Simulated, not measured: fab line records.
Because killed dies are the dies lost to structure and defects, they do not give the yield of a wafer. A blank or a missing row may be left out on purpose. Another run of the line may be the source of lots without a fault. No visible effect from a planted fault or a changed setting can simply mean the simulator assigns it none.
fab line records	flow sky130
record lots=6	wafers=18	last-day=50
route steps=708 shown VIA1@471 METAL2@483 PAD_OPEN@708
lots that met no fault: taken from a fault-free run of the same line
start-h: hours from the record's opening day to when the first of the lot's shown wafers began	wait-h: hours from the lot's prior step to this one	" same as the row above	L1.1+2: one row covering several wafers at once	- value missing, or start not given	* or withheld: withheld	< > ~ a bound
route shown NAME@n: names a module that has steps shown in the file, with the first one's number in the route	usual: mean/standard deviation taken from wafers without a fault	same: alike in all rows	chamber/n: place in a boat	sites: per-site readings	_std_site: standard deviation across them	_edge_site: outer sites' mean less inner sites'	radius-mm: how far each site lies from the wafer's centre	mask NAME#n: copy n	behind: tool/chamber where the wafer was last shaped	hold: reason for holding the lot/hours on hold/outcome of the hold	device: which transistor (n, p or np) failed to switch	end of line: tests of these same wafers at the route's end	a step with no rows: only its recipe	killed: count of dies lost to structure and defects at first sort (not the wafer's yield)	map: a wafer's dies, x killed, . not, _ none there
set.NAME: the setting as run; set.NAME@STEP: as run at that earlier step	model.NAME: the simulator's own value behind a step, which no gauge read
lots at some steps of the route; a table a step, a row a wafer
services: a tool's chamber out of use, with start hour (start-h, from the record's first day; less than 0 if before it), hours out, and reason
## steps
# step SKY_VIA1_OVL_MEAS_13
# usual VIA1_OVL=3/4.8
lot.wafer	tool	chamber	start-h	wait-h	VIA1_OVL[nm]
L443.3	overlay-01	-	839.90	0.1	6
L443.4	"	-	"	"	11
L443.5	"	-	"	"	14
L444.2	overlay-01	-	844.65	0.1	4
L444.4	"	-	"	"	3
L444.6	"	-	"	"	5
L448.1	overlay-02	-	867.02	0.1	6
L448.3	"	-	"	"	6
L448.5	"	-	"	"	7
L449.3	overlay-02	-	879.40	0.1	10
L449.5	"	-	"	"	5
L449.6	"	-	"	"	16
L451.2	overlay-01	-	883.92	0.1	3
L451.3	"	-	"	"	3
L451.6	"	-	"	"	1
L461.2	overlay-02	-	959.17	0.1	-3
L461.3	"	-	"	"	2
L461.6	"	-	"	"	5
# step SKY_VIA1_ETCH_14
# recipe chemistry=N2/H2	target=BARC	ion-energy-ev=200	source-w=500	bias-w=100	pressure-mtorr=30	n2-flow-sccm=100	h2-flow-sccm=200	stop-on=SiO2	time-s=45.9	target-depth-a=600
# usual drypump-motor-current-A=5.7/0.46	oes-product-au=0.854/0.0044	throttle-valve-pct=13.225/0.0092
# same time-s=45.9
lot.wafer	tool	chamber	start-h	wait-h	drypump-motor-current-A	oes-product-au	rf-hours-counter-h	throttle-valve-pct
L443.3	rie-diel-01	0	839.92	0.0	5.3	0.855	15	13.229
L443.4	"	1	"	"	5.5	0.860	17	13.223
L443.5	"	3	"	"	5.5	0.854	-	13.214
L444.2	rie-diel-04	1	844.68	0.0	4.8	0.857	17	13.222
L444.4	"	0	"	"	6.3	0.850	-	13.226
L444.6	"	2	"	"	6.2	0.855	-	13.229
L448.1	rie-diel-01	3	867.05	0.0	5.5	0.850	20	13.233
L448.3	"	0	"	"	5.3	0.859	16	13.221
L448.5	"	1	"	"	5.5	0.865	-	13.205
L449.3	rie-diel-03	1	879.43	0.0	5.5	0.858	8	13.220
L449.5	"	2	"	"	5.7	0.853	-	13.216
L449.6	"	3	"	"	5.8	0.860	-	13.220
L451.2	rie-diel-03	2	883.95	0.0	5.7	0.853	6	13.224
L451.3	"	0	"	"	6.0	0.854	5	13.228
L451.6	"	0	"	"	6.0	0.859	-	13.221
L461.2	rie-diel-01	3	959.20	0.0	5.5	0.847	23	13.228
L461.3	"	0	"	"	5.3	0.851	19	13.227
L461.6	"	3	"	"	5.4	0.852	-	13.227
# step SKY_VIA1_ETCH_15
# recipe target=SiO2	chemistry=C4F8/O2/Ar	target-depth-nm=351	stop-on=TiN	mask-material=KrF-thick	source-w=1500	bias-w=1200	pressure-mtorr=40	c4f8-flow-sccm=withheld	O2_flow_sccm=6	Ar_flow_sccm=300	time-s=54
# usual oes-product-au=0.980/0.0065
# same time-s=54
lot.wafer	tool	chamber	start-h	wait-h	oes-product-au	rf-hours-counter-h
L443.3	rie-diel-01	0	839.96	0.0	0.981	15
L443.4	"	1	"	"	0.976	17
L443.5	"	3	"	"	0.971	-
L444.2	rie-diel-04	1	844.72	0.0	0.975	17
L444.4	"	0	"	"	0.983	-
L444.6	"	2	"	"	0.981	-
L448.1	rie-diel-01	3	867.10	0.0	0.980	20
L448.3	"	0	"	"	0.983	16
L448.5	"	1	"	"	0.979	-
L449.3	rie-diel-03	1	879.47	0.0	0.980	8
L449.5	"	2	"	"	0.976	-
L449.6	"	3	"	"	0.990	-
L451.2	rie-diel-03	2	884.00	0.0	0.982	6
L451.3	"	0	"	"	0.985	5
L451.6	"	0	"	"	0.969	-
L461.2	rie-diel-01	3	959.25	0.0	0.967	23
L461.3	"	0	"	"	0.977	19
L461.6	"	3	"	"	0.979	-
# step SKY_VIA1_STRIP_16
# recipe chemistry=O2/N2	power-w=1400	pressure-mtorr=1500	platen-temp-c=withheld	o2-flow-sccm=3000	n2-flow-sccm=300	overash-fraction=0.5
# usual drypump-motor-current-A=5.3/0.32	oes-product-au=0.416/0.0048	strip-time-to-endpoint-s=4.475/0.023
lot.wafer	tool	chamber	start-h	wait-h	drypump-motor-current-A	oes-product-au	rf-hours-counter-h	strip-time-to-endpoint-s
L443.3	plasma-asher-03	1	840.04	0.1	5.4	0.415	-	4.440
L443.4	"	0	"	"	5.4	0.417	-	4.470
L443.5	"	0	"	"	5.4	0.422	-	4.479
L444.2	plasma-asher-03	1	844.77	0.0	5.3	0.413	10	4.468
L444.4	"	0	"	"	5.4	0.423	-	4.495
L444.6	"	0	"	"	5.4	0.413	-	4.463
L448.1	plasma-asher-03	0	867.14	0.0	5.4	0.417	12	4.502
L448.3	"	0	"	"	5.4	0.405	-	4.476
L448.5	"	0	"	"	5.4	0.419	-	4.482
L449.3	plasma-asher-01	1	879.55	0.1	5.0	0.415	-	4.437
L449.5	"	0	"	"	5.7	0.417	-	4.443
L449.6	"	1	"	"	5.0	0.415	-	4.433
L451.2	plasma-asher-04	1	884.04	0.0	5.8	0.405	44	4.479
L451.3	"	1	"	"	5.8	0.410	-	4.483
L451.6	"	1	"	"	5.8	0.419	-	4.500
L461.2	plasma-asher-03	0	959.29	0.0	5.4	0.422	21	4.507
L461.3	"	1	"	"	5.4	0.420	-	4.492
L461.6	"	0	"	"	5.4	0.417	-	4.486
# step SKY_VIA1_STRIP_17
# recipe chemistry=post-etch-residue-remover	time-s=1200	temp-c=72.5
# step SKY_VIA1_CLEAN_18
# recipe chemistry=IPA	time-s=180	temp-c=25
# step SKY_VIA1_CLEAN_19
# recipe chemistry=O3/DIW	dry=n2-spin
# step SKY_VIA1_SPUTTER_20
# recipe material=TiN	target-thk-nm=20	chamber-pressure-pa=5	power-w=4000	time-s=80
# step SKY_VIA1_CVD_21
# recipe material=W	target-thk-nm=270	time-s=80.902	temp-c=400	pressure-torr=40
# step SKY_VIA1_RS_MEAS_22
# recipe thk-meas-gauge=four-point-probe	reads=W_of_VIA1_CVD_21+TiN_of_VIA1_SPUTTER_20
# usual VIA1_W_RS=0.431/0.0042
lot.wafer	tool	chamber	start-h	wait-h	VIA1_W_RS[ohm/sq]
L443.3	film-metro-01	-	840.80	0.1	0.438
L443.4	"	-	"	"	0.432
L443.5	"	-	"	"	0.431
L444.2	film-metro-02	-	845.53	0.1	0.424
L444.4	"	-	"	"	0.424
L444.6	"	-	"	"	0.428
L448.1	film-metro-02	-	867.89	0.1	0.435
L448.3	"	-	"	"	0.438
L448.5	"	-	"	"	0.437
L449.3	film-metro-02	-	880.30	0.1	0.437
L449.5	"	-	"	"	0.434
L449.6	"	-	"	"	0.425
L451.2	film-metro-04	-	884.87	0.1	0.421
L451.3	"	-	"	"	0.418
L451.6	"	-	"	"	0.423
L461.2	film-metro-04	-	960.06	0.1	0.434
L461.3	"	-	"	"	0.427
L461.6	"	-	"	"	0.436
# step SKY_VIA1_THK_MEAS_23
# recipe thk-meas-gauge=xrf	reads=W_of_VIA1_CVD_21
# usual VIA1_W_THK=271/3.1
lot.wafer	tool	chamber	start-h	wait-h	VIA1_W_THK[nm]
L443.3	film-metro-01	-	840.90	0.1	267
L443.4	"	-	"	"	272
L443.5	"	-	"	"	272
L444.2	film-metro-02	-	845.64	0.1	274
L444.4	"	-	"	"	275
L444.6	"	-	"	"	271
L448.1	film-metro-02	-	868.01	0.1	268
L448.3	"	-	"	"	268
L448.5	"	-	"	"	269
L449.3	film-metro-02	-	880.40	0.1	269
L449.5	"	-	"	"	271
L449.6	"	-	"	"	276
L451.2	film-metro-04	-	884.98	0.1	276
L451.3	"	-	"	"	280
L451.6	"	-	"	"	277
L461.2	film-metro-04	-	960.17	0.1	269
L461.3	"	-	"	"	273
L461.6	"	-	"	"	268
# step SKY_VIA1_CMP_24
# recipe stop-on=SiO2	t-overpolish-s=15	down-force-psi=3.5	platen-rpm=60	target-thk-nm=0	pad-velocity-m-s=0.94248
# usual motor-current-A=11.7/1	overpolish-run-s=15.000/0.0087	time-to-endpoint-s=65/3.1
lot.wafer	tool	chamber	start-h	wait-h	motor-current-A	overpolish-run-s	time-to-endpoint-s
L443.4	cmp-02	0	840.94	0.0	10.8	14.993	64
L443.3	"	3	"	"	10.3	14.998	69
L443.5	"	1	"	"	12.6	14.993	65
L444.2	cmp-01	2	845.74	0.1	10.8	15.019	62
L444.4	"	3	"	"	11.8	15.012	66
L444.6	"	1	"	"	13.2	14.990	68
L448.3	cmp-01	0	868.12	0.1	13.7	14.999	68
L448.1	"	2	"	"	11.1	15.001	62
L448.5	"	3	"	"	10.9	15.001	65
L449.3	cmp-01	2	880.69	0.3	10.8	15.008	59
L449.5	"	3	"	"	11.7	15.014	63
L449.6	"	0	"	"	12.8	14.998	69
L451.2	cmp-02	3	885.03	0.0	9.9	15.005	72
L451.3	"	0	"	"	11.5	15.010	66
L451.6	"	0	"	"	11.3	14.989	63
L461.3	cmp-01	3	960.32	0.1	12.4	15.007	63
L461.2	"	0	"	"	13.5	15.011	63
L461.6	"	2	"	"	10.7	14.987	58
# step SKY_METAL2_SPUTTER_00
# recipe material=Ti	target-thk-nm=15	power-w=3000	time-s=10	chamber-pressure-pa=0.4
# usual cathode-dc-power-W=3000.0/0.59	throttle-valve-pct=29.6/0.82
# same time-s=10
lot.wafer	tool	chamber	start-h	wait-h	cathode-dc-power-W	throttle-valve-pct	model.Ti_of_METAL2_SPUTTER_00.thk-nm
L443.3	pvd-sputter-01	-	841.24	0.1	3000.3	28.7	15.05
L443.4	"	-	"	"	2999.8	28.7	15.14
L443.5	"	-	"	"	2999.7	29.9	15.33
L444.2	pvd-sputter-02	-	845.99	0.2	2999.3	29.7	15.11
L444.4	"	-	"	"	3000.1	29.5	15
L444.6	"	-	"	"	2999.5	29.5	14.95
L448.1	pvd-sputter-02	-	868.37	0.1	3366.8	29.1	16.64
L448.3	"	-	"	"	3364.8	28.9	16.5
L448.5	"	-	"	"	3364.9	29.5	16.62
L449.3	pvd-sputter-02	-	880.84	0.1	3365.8	29.4	16.76
L449.5	"	-	"	"	3365.5	29.3	17.11
L449.6	"	-	"	"	3365.7	31.1	17.02
L451.2	pvd-sputter-03	-	885.33	0.2	3000.4	29.4	15.41
L451.3	"	-	"	"	2999.0	29.5	15.3
L451.6	"	-	"	"	2998.9	29.9	15.39
L461.2	pvd-sputter-01	-	960.52	0.1	3000.7	29.0	15.09
L461.3	"	-	"	"	2999.7	29.0	15.08
L461.6	"	-	"	"	3000.4	29.0	14.97
# step SKY_METAL2_SPUTTER_01
# recipe material=TiN	target-thk-nm=20	power-w=6500	time-s=16.7	chamber-pressure-pa=0.4
# usual cathode-dc-power-W=6500.1/1.1	throttle-valve-pct=29.6/0.85
# same time-s=16.7
lot.wafer	tool	chamber	start-h	wait-h	cathode-dc-power-W	throttle-valve-pct
L443.3	pvd-sputter-01	-	841.26	0.0	6499.7	29.0
L443.4	"	-	"	"	6499.4	28.9
L443.5	"	-	"	"	6500.9	30.1
L444.2	pvd-sputter-02	-	846.01	0.0	6498.8	29.7
L444.4	"	-	"	"	6499.3	29.1
L444.6	"	-	"	"	6500.1	29.3
L448.1	pvd-sputter-02	-	868.39	0.0	6501.6	29.6
L448.3	"	-	"	"	6498.7	28.7
L448.5	"	-	"	"	6501.1	29.5
L449.3	pvd-sputter-02	-	880.86	0.0	6500.8	29.4
L449.5	"	-	"	"	6498.9	29.7
L449.6	"	-	"	"	6497.0	31.3
L451.2	pvd-sputter-03	-	885.35	0.0	6499.5	29.4
L451.3	"	-	"	"	6498.2	29.2
L451.6	"	-	"	"	6499.7	29.7
L461.2	pvd-sputter-01	-	960.54	0.0	6501.2	28.8
L461.3	"	-	"	"	6500.9	29.0
L461.6	"	-	"	"	6499.7	28.9
# step SKY_PAD_OPEN_PROBE_99
# usual defect-limited-yield=82.3/1.9	killed_at_M0_to_M3=44/6.9	killed_at_M4_up=3.0/1.5	killed-at-contacts=24/5.2	killed-at-front-end=15/4.1	killed-at-other=0.4/0.62	killed-dies=87/9.6	killed-open=47/7	killed-short=40/6.2	sort_bin_3_pad_short=0.9/0.43	sort_bin_5_function=10.5/1.4	sort_bin_6_memory=6.4/1.2	sort-n-pass=405/9.6	sort-yield-pct=82.3/1.9
# same gross-dies=492	killed-at-back-side=0	sort_bin_4_leakage[%]=0	sort_bin_8_speed[%]=0
lot.wafer	tool	chamber	start-h	wait-h	defect-limited-yield[%]	killed_at_M0_to_M3	killed_at_M4_up	killed-at-contacts	killed-at-front-end	killed-at-other	killed-dies	killed-open	killed-short	sort_bin_3_pad_short[%]	sort_bin_5_function[%]	sort_bin_6_memory[%]	sort-n-pass	sort-yield-pct[%]
L444.2	prober-01	-	1114.51	0.1	83.7	40	6	24	10	0	80	43	37	0.6	9.3	6.3	412	83.7
L444.4	prober-01	-	1114.61	0.2	81.5	44	4	23	19	1	91	51	40	1.2	10.8	6.5	401	81.5
L444.6	prober-01	-	1114.71	0.2	82.3	50	5	17	14	1	87	53	34	0.8	10.2	6.7	405	82.3
L449.3	prober-02	-	1141.33	0.2	79.7	54	5	25	16	0	100	52	47	0.4	12.4	7.5	392	79.7
L449.5	prober-02	-	1141.43	0.2	83.7	46	2	14	18	0	80	34	46	0.4	9.6	6.3	412	83.7
L449.6	prober-02	-	1141.48	0.2	86.0	27	2	20	19	1	69	35	33	1.6	6.9	5.5	423	86.0
# killed by level:class
L444.2 CONTACT:geometric-particle:open=12 METAL2:geometric-particle:short=8 CONTACT:geometric-particle:short=6 VIA1:geometric-particle:open=6 METAL4:geometric-particle:short=6 LI_CONTACT:geometric-particle:open=5 VIA2:geometric-particle:short=5 VIA2:geometric-particle:open=5
L444.4 VIA1:geometric-particle:open=10 FIELD_ISO:geometric-particle:open=8 LI_CONTACT:geometric-particle:open=8 CONTACT:geometric-particle:open=7 FIELD_ISO:geometric-particle:short=6 METAL1:geometric-particle:short=6 METAL2:geometric-particle:short=6 CONTACT:geometric-particle:short=4
L444.6 VIA1:geometric-particle:open=14 CONTACT:geometric-particle:open=9 METAL2:geometric-particle:short=7 POLY_GATE:geometric-particle:open=6 VIA2:geometric-particle:open=6 VIA3:geometric-particle:open=5 LOCAL_INTERCONNECT:geometric-particle:short=4 VIA1:geometric-particle:short=4
L449.3 METAL1:geometric-particle:short=10 VIA1:geometric-particle:open=10 CONTACT:geometric-particle:open=9 VIA1:geometric-particle:short=9 LI_CONTACT:geometric-particle:open=6 VIA3:geometric-particle:open=6 POLY_GATE:geometric-particle:open=5 CONTACT:geometric-particle:short=5
L449.5 VIA1:geometric-particle:open=10 METAL1:geometric-particle:short=9 POLY_GATE:geometric-particle:short=8 LOCAL_INTERCONNECT:geometric-particle:short=6 VIA1:geometric-particle:short=6 CONTACT:geometric-particle:open=5 METAL2:geometric-particle:short=5 VIA2:geometric-particle:short=4
L449.6 FIELD_ISO:geometric-particle:open=6 CONTACT:geometric-particle:open=6 VIA1:geometric-particle:open=4 LI_CONTACT:geometric-particle:short=4 CONTACT:geometric-particle:short=4 VIA1:geometric-particle:short=4 VIA3:geometric-particle:open=4 FIELD_ISO:geometric-particle:short=3
## services
tool	chamber	start-h	hours	kind
cmp-02	-	818.48	1.7	repair
plasma-asher-01	-	819.21	1.2	repair
rie-diel-04	3	820.79	5.2	repair
plasma-asher-01	-	822.79	4.0	pm
cmp-01	-	826.36	5.6	pm
rie-diel-01	0	831.12	6.0	repair
rie-diel-04	3	839.37	5.7	repair
pvd-sputter-02	0	851.38	-	consumable-replace:kit
pvd-sputter-02	0	851.38	18.0	scheduled-down
pvd-sputter-02	0	851.38	18.0	vent-cycle
plasma-asher-03	-	855.42	2.8	pm
rie-diel-03	2	865.34	3.5	repair
cmp-02	-	865.42	4.4	repair
plasma-asher-04	-	869.92	5.3	repair
pvd-sputter-01	-	870.55	4.3	repair
cmp-02	-	874.84	6.2	pm
plasma-asher-03	-	892.76	7.6	repair
rie-diel-03	1	906.54	17.6	repair
cmp-02	-	912.00	4.0	pm
cmp-02	-	919.53	13.5	pm
rie-diel-01	1	922.30	16.1	repair
rie-diel-01	-	931.00	1.1	repair
cmp-02	-	946.90	0.6	repair
cmp-02	-	949.29	3.5	repair
## key
first-sign step=SKY_METAL2_SPUTTER_00	reading=cathode-dc-power-W	direction=up	sigmas=99+	usual=3000.0	struck=3365.6
effect none on later readings
model-effect step=SKY_METAL2_SPUTTER_00	value=Ti_of_METAL2_SPUTTER_00.thk-nm	without=14.95	struck=16.78
met-at SKY_METAL2_SPUTTER_00
struck-wafers L448.1,L448.3,L448.5,L449.3,L449.5,L449.6
onset-between 845.99 868.37
fault kind=process-parameter-drift	tool=pvd-sputter-02	chamber=-	onset-h=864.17	steps=SKY_METAL2_SPUTTER_00	channel=power-w	offset=*	shape=step	end-h=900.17	acts-in=*	stated=*
